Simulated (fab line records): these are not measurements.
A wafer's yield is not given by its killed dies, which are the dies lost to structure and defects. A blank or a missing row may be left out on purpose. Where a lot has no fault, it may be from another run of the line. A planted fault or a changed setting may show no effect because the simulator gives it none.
fab line records	flow sfq_line
[record] lots = 14	wafers = 42	last_day = 96
route steps=325 shown I2@106 M3@119 I3@134
lots that met no fault: taken from a fault-free run of the same line
start_h: the number of hours between the record's first day and the start of the first shown wafer of the lot	wait_h: hours from the lot's prior step to this one	" unchanged from the row above	L1.1+2: one row covering several wafers at once	- either no value or no given start	* or withheld: withheld	< > ~ a bound
route shown NAME@n: names a module that has steps shown in the file, with the first one's number in the route	usual: mean/standard deviation taken from wafers without a fault	same: alike in all rows	chamber/n: place in a boat	sites: per-site readings	_std_site: their standard deviation	_edge_site: outer sites' mean less inner sites'	radius_mm: how far each site lies from the wafer's centre	mask NAME#n: copy n	behind: tool/chamber where the wafer was last shaped	hold: cause of the lot's hold/its duration in hours/its outcome	device: the transistor (n, p or np) that didn't switch	end of line: the route-end tests of the same wafers	step lacking rows: just its recipe	killed: at the first sort, the dies lost to defects and structure; wafer yield is something else	map: the dies of a wafer, with x for killed, . for not killed, _ for no die there
set.NAME: the run value of the setting; set.NAME@STEP: its run value at that earlier step	model.NAME: the simulator's own value behind a step, which no gauge read
route steps across a sampled set of lots; one table per step, one row per wafer
services: from which hour (start_h, from the record's first day; less than 0 if before it) a tool's chamber was out of use, for how many hours, and why
[[steps]]
[step SFQ_TRILAYER_I2_METRO_MEASURE_065]
[usual] thk_nm = 200.0/0.8
lot.wafer	tool	chamber	start_h	wait_h	thk_nm
L239.1	film_metro-03	-	889.21	0.1	199.6
L239.5	"	-	"	"	200.5
L239.6	"	-	"	"	201.5
L240.1	film_metro-03	-	897.21	0.1	201.5
L240.5	"	-	"	"	201.5
L240.6	"	-	"	"	200.2
L241.2	film_metro-04	-	912.41	0.3	198.5
L241.3	"	-	"	"	198.3
L241.4	"	-	"	"	199.4
L242.1	film_metro-04	-	916.21	0.1	200.2
L242.2	"	-	"	"	200.6
L242.5	"	-	"	"	201.2
L247.4	film_metro-02	-	959.78	0.6	199.6
L247.5	"	-	"	"	200.3
L247.6	"	-	"	"	199.9
L248.1	film_metro-03	-	969.17	0.1	200.2
L248.4	"	-	"	"	198.8
L248.6	"	-	"	"	200.2
L255.1	film_metro-02	-	1019.43	0.1	199.7
L255.2	"	-	"	"	199.4
L255.4	"	-	"	"	199.2
L256.1	film_metro-04	-	1030.93	0.1	200.6
L256.2	"	-	"	"	200.9
L256.6	"	-	"	"	200.6
L257.1	film_metro-02	-	1043.95	0.1	198.1
L257.2	"	-	"	"	199.0
L257.6	"	-	"	"	197.9
L258.1	film_metro-02	-	1064.95	0.1	199.7
L258.3	"	-	"	"	197.9
L258.6	"	-	"	"	199.5
L259.3	film_metro-03	-	1073.15	0.5	200.4
L259.5	"	-	"	"	200.3
L259.6	"	-	"	"	200.1
L260.2	film_metro-03	-	1080.15	0.3	200.4
L260.4	"	-	"	"	201.4
L260.6	"	-	"	"	201.6
L261.4	film_metro-02	-	1088.35	0.6	200.7
L261.5	"	-	"	"	199.5
L261.6	"	-	"	"	199.3
L262.2	film_metro-03	-	1097.95	0.3	199.1
L262.5	"	-	"	"	200.7
L262.6	"	-	"	"	199.3
[step SFQ_TRILAYER_M3_DEP_SPUTTER_073]
[recipe] material = Nb	base_pressure_pa = 1.33e-06	chamber_pressure_pa = 0.1333	substrate_temp_c = 20	resputter_cathode_voltage_v = 400	target_thk_nm = 200	power_w = 2000	time_s = 133.3
[usual] throttle_valve_pct = 29.8/0.98
lot.wafer	tool	chamber	start_h	wait_h	throttle_valve_pct
L239.1	pvd_sputter-03	-	1019.10	0.0	30.2
L239.5	"	-	"	"	29.9
L239.6	"	-	"	"	30.4
L240.1	pvd_sputter-04	-	1026.13	0.0	30.2
L240.5	"	-	"	"	29.4
L240.6	"	-	"	"	28.7
L241.2	pvd_sputter-06	-	1043.75	0.0	28.9
L241.3	"	-	"	"	29.2
L241.4	"	-	"	"	28.5
L242.1	pvd_sputter-06	-	1050.95	0.0	29.6
L242.2	"	-	"	"	28.8
L242.5	"	-	"	"	31.9
L247.4	pvd_sputter-06	-	1098.87	0.0	29.7
L247.5	"	-	"	"	31.8
L247.6	"	-	"	"	29.4
L247.4	pvd_sputter-06	-	1099.14	0.2	29.8
L247.5	"	-	"	"	31.9
L247.6	"	-	"	"	29.6
L248.1	pvd_sputter-04	-	1107.27	0.0	29.5
L248.4	"	-	"	"	29.3
L248.6	"	-	"	"	30.4
L248.1	pvd_sputter-04	-	1107.52	0.2	29.7
L248.4	"	-	"	"	29.5
L248.6	"	-	"	"	30.7
L255.1	pvd_sputter-06	-	1163.78	0.0	32.1
L255.2	"	-	"	"	29.3
L255.4	"	-	"	"	28.9
L256.1	pvd_sputter-03	-	1174.38	0.0	29.5
L256.2	"	-	"	"	29.4
L256.6	"	-	"	"	29.4
L257.1	pvd_sputter-06	-	1187.70	0.0	29.5
L257.2	"	-	"	"	28.6
L257.6	"	-	"	"	28.4
L258.1	pvd_sputter-06	-	1207.03	0.0	32.2
L258.3	"	-	"	"	28.8
L258.6	"	-	"	"	28.8
L259.3	pvd_sputter-03	-	1213.03	0.0	30.3
L259.5	"	-	"	"	29.5
L259.6	"	-	"	"	29.7
L260.2	pvd_sputter-06	-	1220.84	0.0	31.8
L260.4	"	-	"	"	28.9
L260.6	"	-	"	"	28.8
L261.4	pvd_sputter-03	-	1229.95	0.0	29.6
L261.5	"	-	"	"	29.5
L261.6	"	-	"	"	29.7
L262.2	pvd_sputter-04	-	1237.15	0.0	29.5
L262.5	"	-	"	"	28.6
L262.6	"	-	"	"	29.6
[step SFQ_M3_RS_MEAS_919]
[recipe] thk_meas_gauge = four-point-probe	reads = Nb_of_TRILAYER_M3_DEP_SPUTTER_073
[usual] M3_NB_RS = 0.890/0.0085
lot.wafer	tool	chamber	start_h	wait_h	M3_NB_RS[ohm/sq]
L239.1	film_metro-04	-	1019.19	0.0	0.883
L239.5	"	-	"	"	0.892
L239.6	"	-	"	"	0.881
L240.1	film_metro-03	-	1026.22	0.0	0.901
L240.5	"	-	"	"	0.912
L240.6	"	-	"	"	0.901
L241.2	film_metro-01	-	1043.86	0.1	0.893
L241.3	"	-	"	"	0.889
L241.4	"	-	"	"	0.905
L242.1	film_metro-01	-	1051.04	0.0	0.888
L242.2	"	-	"	"	0.897
L242.5	"	-	"	"	0.892
L247.4	film_metro-04	-	1099.30	0.1	0.441
L247.5	"	-	"	"	0.441
L247.6	"	-	"	"	0.439
L248.1	film_metro-01	-	1107.62	0.0	0.449
L248.4	"	-	"	"	0.446
L248.6	"	-	"	"	0.444
L255.1	film_metro-03	-	1163.87	0.0	0.892
L255.2	"	-	"	"	0.892
L255.4	"	-	"	"	0.890
L256.1	film_metro-04	-	1174.47	0.0	0.902
L256.2	"	-	"	"	0.891
L256.6	"	-	"	"	0.893
L257.1	film_metro-03	-	1187.79	0.0	0.884
L257.2	"	-	"	"	0.874
L257.6	"	-	"	"	0.877
L258.1	film_metro-04	-	1207.12	0.0	0.893
L258.3	"	-	"	"	0.896
L258.6	"	-	"	"	0.889
L259.3	film_metro-04	-	1213.16	0.1	0.890
L259.5	"	-	"	"	0.888
L259.6	"	-	"	"	0.891
L260.2	film_metro-01	-	1220.95	0.1	0.885
L260.4	"	-	"	"	0.899
L260.6	"	-	"	"	0.891
L261.4	film_metro-04	-	1230.10	0.1	0.890
L261.5	"	-	"	"	0.892
L261.6	"	-	"	"	0.891
L262.2	film_metro-04	-	1237.26	0.1	0.892
L262.5	"	-	"	"	0.885
L262.6	"	-	"	"	0.897
[step SFQ_M3_OVL_MEAS_921]
[usual] M3_OVL = 1/4.7
lot.wafer	tool	chamber	start_h	wait_h	M3_OVL[nm]
L239.1	overlay-02	-	1024.94	0.1	4
L239.5	"	-	"	"	11
L239.6	"	-	"	"	6
L240.1	overlay-01	-	1028.65	0.1	-4
L240.5	"	-	"	"	-7
L240.6	"	-	"	"	-4
L241.2	overlay-01	-	1047.17	0.1	-4
L241.3	"	-	"	"	-3
L241.4	"	-	"	"	-5
L242.1	overlay-02	-	1053.47	0.1	-1
L242.2	"	-	"	"	4
L242.5	"	-	"	"	-1
L247.4	overlay-01	-	1101.69	0.1	5
L247.5	"	-	"	"	9
L247.6	"	-	"	"	5
L248.1	overlay-01	-	1110.05	0.1	0
L248.4	"	-	"	"	-5
L248.6	"	-	"	"	-5
L255.1	overlay-02	-	1303.05	0.1	-7
L255.2	"	-	"	"	-4
L255.4	"	-	"	"	2
L256.1	overlay-01	-	1312.78	0.1	6
L256.2	"	-	"	"	9
L256.6	"	-	"	"	8
L257.1	overlay-02	-	1324.78	0.1	5
L257.2	"	-	"	"	3
L257.6	"	-	"	"	-1
L258.1	overlay-02	-	1337.98	0.1	1
L258.3	"	-	"	"	-2
L258.6	"	-	"	"	7
L259.3	overlay-02	-	1346.51	0.1	-1
L259.5	"	-	"	"	-4
L259.6	"	-	"	"	2
L260.2	overlay-01	-	1353.71	0.1	-5
L260.4	"	-	"	"	-4
L260.6	"	-	"	"	-4
L261.4	overlay-02	-	1362.24	0.1	0
L261.5	"	-	"	"	-5
L261.6	"	-	"	"	-4
L262.2	overlay-01	-	1370.63	0.1	-3
L262.5	"	-	"	"	-7
L262.6	"	-	"	"	-4
[step SFQ_TRILAYER_M3_ETCH_METAL_ETCH_078]
[recipe] target = Nb	stop_on = SiO2	mask_material = PR	chemistry = Cl2/Ar	target_depth_nm = 240	icp_w = 600	bias_w = 80	pressure_mtorr = 10	time_s = 120
[usual] drypump_motor_current_A = 5.9/0.32	oes_product_au = 0.894/0.007
lot.wafer	tool	chamber	start_h	wait_h	drypump_motor_current_A	oes_product_au	rf_hours_counter_h
L239.1	rie_metal-04	0	1025.03	0.0	5.7	0.895	110
L239.5	"	1	"	"	6.4	0.893	-
L239.6	"	0	"	"	5.7	0.912	-
L240.1	rie_metal-01	0	1028.75	0.0	5.6	0.880	58
L240.5	"	0	"	"	5.6	0.877	-
L240.6	"	1	"	"	5.9	0.892	-
L241.2	rie_metal-02	1	1047.26	0.0	6.0	0.894	45
L241.3	"	0	"	"	5.5	0.894	-
L241.4	"	1	"	"	6.0	0.883	-
L242.1	rie_metal-04	0	1053.57	0.0	5.7	0.896	115
L242.2	"	1	"	"	6.4	0.893	82
L242.5	"	0	"	"	5.7	0.898	-
L247.4	rie_metal-04	1	1101.95	0.2	6.4	0.999	-
L247.5	"	1	"	"	6.4	1.005	-
L247.6	"	1	"	"	6.4	0.981	-
L248.1	rie_metal-04	0	1110.14	0.0	5.7	1.003	0
L248.4	"	1	"	"	6.4	0.998	-
L248.6	"	0	"	"	5.7	0.997	-
L255.1	rie_metal-02	0	1303.15	0.0	5.5	0.897	112
L255.2	"	1	"	"	6.0	0.887	80
L255.4	"	0	"	"	5.5	0.891	-
L256.1	rie_metal-02	1	1312.87	0.0	6.0	0.887	81
L256.2	"	0	"	"	5.4	0.900	113
L256.6	"	1	"	"	6.0	0.893	-
L257.1	rie_metal-02	1	1324.87	0.0	6.0	0.901	84
L257.2	"	0	"	"	5.5	0.905	116
L257.6	"	1	"	"	6.0	0.897	-
L258.1	rie_metal-02	1	1338.07	0.0	6.0	0.893	85
L258.3	"	1	"	"	6.0	0.890	-
L258.6	"	0	"	"	5.5	0.890	-
L259.3	rie_metal-02	1	1346.64	0.1	6.0	0.895	-
L259.5	"	0	"	"	5.5	0.900	-
L259.6	"	1	"	"	6.0	0.897	-
L260.2	rie_metal-02	1	1353.90	0.1	6.0	0.892	-
L260.4	"	1	"	"	6.0	0.882	-
L260.6	"	1	"	"	6.0	0.894	-
L261.4	rie_metal-04	0	1362.36	0.1	5.7	0.896	-
L261.5	"	1	"	"	6.4	0.891	-
L261.6	"	0	"	"	5.7	0.890	-
L262.2	rie_metal-01	1	1370.72	0.0	5.9	0.895	15
L262.5	"	1	"	"	5.9	0.891	-
L262.6	"	0	"	"	5.6	0.893	-
[step SFQ_TRILAYER_I3_CMP_CMP_082]
[recipe] material = SiO2	down_force_psi = 3	platen_rpm = 60	pad_velocity_m_s = 0.94248
[usual] motor_current_A = 10.3/0.97	time_to_endpoint_s = 218/7.1
lot.wafer	tool	chamber	start_h	wait_h	motor_current_A	time_to_endpoint_s
L239.1	cmp-02	1	1026.81	0.8	12.4	204
L239.5	"	1	1028.81	2.8	11.4	212
L239.6	"	2	"	"	11.2	220
L240.1	cmp-01	1	1031.81	1.4	10.0	214
L240.5	"	3	1032.81	2.4	10.2	229
L240.6	"	0	"	"	9.9	224
L241.3	cmp-01	1	1051.12	2.9	9.6	209
L241.4	"	3	1052.12	3.9	10.2	212
L241.2	"	0	"	"	10.2	217
L242.1	cmp-02	0	1059.83	5.3	9.2	213
L242.2	"	1	"	"	11.8	208
L242.5	"	3	1061.33	6.8	9.6	209
L247.4	cmp-01	1	1105.13	1.6	9.7	227
L247.5	"	2	"	"	10.5	230
L247.6	"	3	"	"	10.4	222
L248.4	cmp-01	0	1111.12	0.0	9.7	217
L248.1	"	1	"	"	9.6	210
L248.6	"	0	1113.12	2.0	10.1	220
L255.1	cmp-02	0	1305.23	1.1	9.0	214
L255.2	"	1	"	"	12.0	217
L255.4	"	2	"	"	11.3	220
L256.1	cmp-02	1	1313.89	0.1	12.3	203
L256.2	"	3	1314.89	1.1	9.5	204
L256.6	"	2	1316.39	2.5	11.7	212
L257.2	cmp-02	0	1326.06	0.3	8.6	209
L257.1	"	1	"	"	11.1	206
L257.6	"	1	1328.56	2.7	11.4	208
L258.1	cmp-01	3	1339.05	0.0	10.1	222
L258.3	"	2	1340.55	1.5	11.0	228
L258.6	"	3	"	"	10.1	232
L259.3	cmp-02	3	1348.08	0.5	9.1	214
L259.5	"	2	1349.58	2.0	11.6	224
L259.6	"	3	"	"	9.2	219
L260.2	cmp-02	1	1355.58	0.0	11.5	215
L260.4	"	2	"	"	11.7	219
L260.6	"	1	1357.58	2.0	11.7	220
L261.4	cmp-01	3	1364.48	1.2	10.6	208
L261.5	"	1	1365.48	2.2	9.7	219
L261.6	"	2	"	"	10.5	220
L262.2	cmp-02	1	1373.48	1.8	12.0	212
L262.5	"	3	1374.48	2.8	10.0	225
L262.6	"	0	"	"	8.7	223
[[services]]
tool	chamber	start_h	hours	kind
cmp-01	-	881.88	4.2	pm
pvd_sputter-06	-	885.99	2.3	repair
film_metro-03	-	894.24	1.1	pm
cmp-02	-	918.09	4.0	pm
film_metro-03	-	922.64	4.1	repair
cmp-01	-	926.32	0.4	repair
cmp-01	-	943.88	5.4	pm
cmp-01	-	950.26	2.6	repair
rie_metal-02	-	968.01	1.4	pm
cmp-02	-	971.48	2.3	repair
rie_metal-02	-	996.50	14.6	pm
cmp-02	-	1005.30	3.9	repair
cmp-01	-	1005.55	3.5	repair
film_metro-03	-	1046.32	1.4	pm
cmp-01	-	1059.62	10.0	repair
cmp-02	-	1072.80	0.6	repair
cmp-02	-	1074.82	1.1	repair
cmp-02	-	1091.83	3.9	pm
cmp-02	-	1224.24	1.5	repair
cmp-02	-	1258.09	4.0	pm
pvd_sputter-06	-	1272.68	0.8	repair
cmp-02	-	1309.86	1.5	repair
cmp-02	-	1316.89	6.2	pm
rie_metal-02	-	1361.70	2.8	pm
[[key]]
[first_sign] step = SFQ_TRILAYER_M3_DEP_SPUTTER_073	reading = visit	direction = added
[effect] step = SFQ_M3_RS_MEAS_919	reading = M3_NB_RS	direction = down	sigmas = 53	usual = 0.890	struck = 0.443
[effect] step = SFQ_TRILAYER_M3_ETCH_METAL_ETCH_078	reading = oes_product_au	direction = up	sigmas = 15	usual = 0.894	struck = 0.997
met_at SFQ_TRILAYER_M3_DEP_SPUTTER_073
struck_lots L247,L248
not_acting_at SFQ_TRILAYER_I2_METRO_MEASURE_065,SFQ_M3_OVL_MEAS_921,SFQ_TRILAYER_I3_CMP_CMP_082
[fault] kind = repeated_step_whole	tool = pvd_sputter-03,pvd_sputter-04,pvd_sputter-06	chamber = -	onset_h = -	steps = SFQ_TRILAYER_M3_DEP_SPUTTER_073	times = 1	scope = struck_lots_only
